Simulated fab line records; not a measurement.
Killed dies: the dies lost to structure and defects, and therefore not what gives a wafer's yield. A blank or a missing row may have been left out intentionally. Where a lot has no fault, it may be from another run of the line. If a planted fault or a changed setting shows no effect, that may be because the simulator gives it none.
Which tool was responsible? | flow gf180mcu | 42 wafers from 14 lots sampled at 2 of the route's 602 steps

WHAT THE GAUGES READ, wafer by wafer
GF_SAB_OVL_MEAS_10.
lot  | measured     | on         | SAB_OVL (nm)
L813 | day 15 09:28 | overlay-02 | -1.9 -2.3 -1.8
L815 | day 16 04:02 | overlay-02 | -2.6 -1.7 -2.2
L818 | day 17 07:58 | overlay-02 | -1.6 -2.5 -2.0
L820 | day 18 01:52 | overlay-01 | -0.2 -2.7 0.8
L821 | day 18 07:56 | overlay-01 | -1.3 -3.2 -2.9
L822 | day 18 18:52 | overlay-02 | 1.0 1.9 -0.4
L823 | day 19 01:46 | overlay-01 | -0.1 -1.9 -3.1
L824 | day 19 06:55 | overlay-01 | -1.5 -2.0 -2.9
L830 | day 21 23:49 | overlay-02 | 1.1 0.6 -1.9
L831 | day 22 05:40 | overlay-01 | -3.4 -4.2 -3.8
L832 | day 22 11:10 | overlay-02 | 0.5 -1.7 -1.4
L833 | day 22 15:43 | overlay-02 | -1.4 -2.7 -1.9
L834 | day 23 10:25 | overlay-01 | -3.0 -3.3 -3.4
L835 | day 23 09:49 | overlay-01 | -2.1 -1.8 -1.5

WHAT TOOL EACH LOT RAN ON (gives the tool, then ch and the chambers of the sampled wafers, and finally the start)
lot  | GF_HV_LDD_IMPLANT_48
L813 | implanter-02 ch 0, day 12 16:12
L815 | implanter-02 ch 0, day 13 08:06
L818 | implanter-02 ch 0, day 14 10:35
L820 | implanter-02 ch 0, day 15 02:18
L821 | implanter-04 ch 0, day 15 09:10
L822 | implanter-02 ch 0, day 15 17:15
L823 | implanter-02 ch 0, day 15 23:12
L824 | implanter-02 ch 0, day 16 05:27
L830 | implanter-03 ch 0, day 18 18:34
L831 | implanter-04 ch 0, day 19 00:37
L832 | implanter-02 ch 0, day 19 06:15
L833 | implanter-03 ch 0, day 19 13:48
L834 | implanter-03 ch 0, day 20 05:39
L835 | implanter-04 ch 0, day 20 05:49
- GF_HV_LDD_IMPLANT_48

WHAT THE TOOLS THEMSELVES READ (means of the sampled wafers that have a number; where no wafer has one, the mark that the record gives instead)
GF_HV_LDD_IMPLANT_48.
lot  | tool         | doseIonsCm2 | tiltDeg (degrees)
L813 | implanter-02 | 3.002e+13   | 6.995
L815 | implanter-02 | 3.003e+13   | 6.998
L818 | implanter-02 | 3.003e+13   | 7.011
L820 | implanter-02 | 3.001e+13   | 7.004
L821 | implanter-04 | 3.001e+13   | 7.009
L822 | implanter-02 | 3.048e+13   | 6.998
L823 | implanter-02 | 3.051e+13   | 6.969
L824 | implanter-02 | 3.052e+13   | 7.015
L830 | implanter-03 | 3.000e+13   | 7.021
L831 | implanter-04 | 3.002e+13   | 7.002
L832 | implanter-02 | 2.999e+13   | 7.011
L833 | implanter-03 | 3.004e+13   | 7.003
L834 | implanter-03 | 2.997e+13   | 7.049
L835 | implanter-04 | 3.001e+13   | 6.981

THE ANSWER, worked out from the rows above alone
Rule: usual is defined by the lots themselves. The widest of any qualifying gaps counts: lots, ordered by their means at a reading, are off when they make up no more than a third of the lots, leave a main group of 4 or more, and stand apart from it by 3 or more times the standard deviation of that group's means. A main group is skipped when, at the precision printed for the reading in the tables above, its means are all equal. Also off: a lot with no number at a reading for which 4 or more lots have one. All remaining lots with rows at the step are treated as sound. First the gauges in route order, then the tools' own readings, where a lot's mean is used as printed above. The first step at which some lot is off is used, and at that step the reading that is off furthest; a lot without a number counts as furthest.
Off at GF_HV_LDD_IMPLANT_48 (doseIonsCm2): L822, L823, L824. The main group: mean 3.001e+13, standard deviation 1.9e+10.
A tool fits if, at that step or a process step before it, it ran every lot that is off, and no sound lot after the first of them. No candidate that was tried fits.

WHAT THE SIMULATOR PUT IN
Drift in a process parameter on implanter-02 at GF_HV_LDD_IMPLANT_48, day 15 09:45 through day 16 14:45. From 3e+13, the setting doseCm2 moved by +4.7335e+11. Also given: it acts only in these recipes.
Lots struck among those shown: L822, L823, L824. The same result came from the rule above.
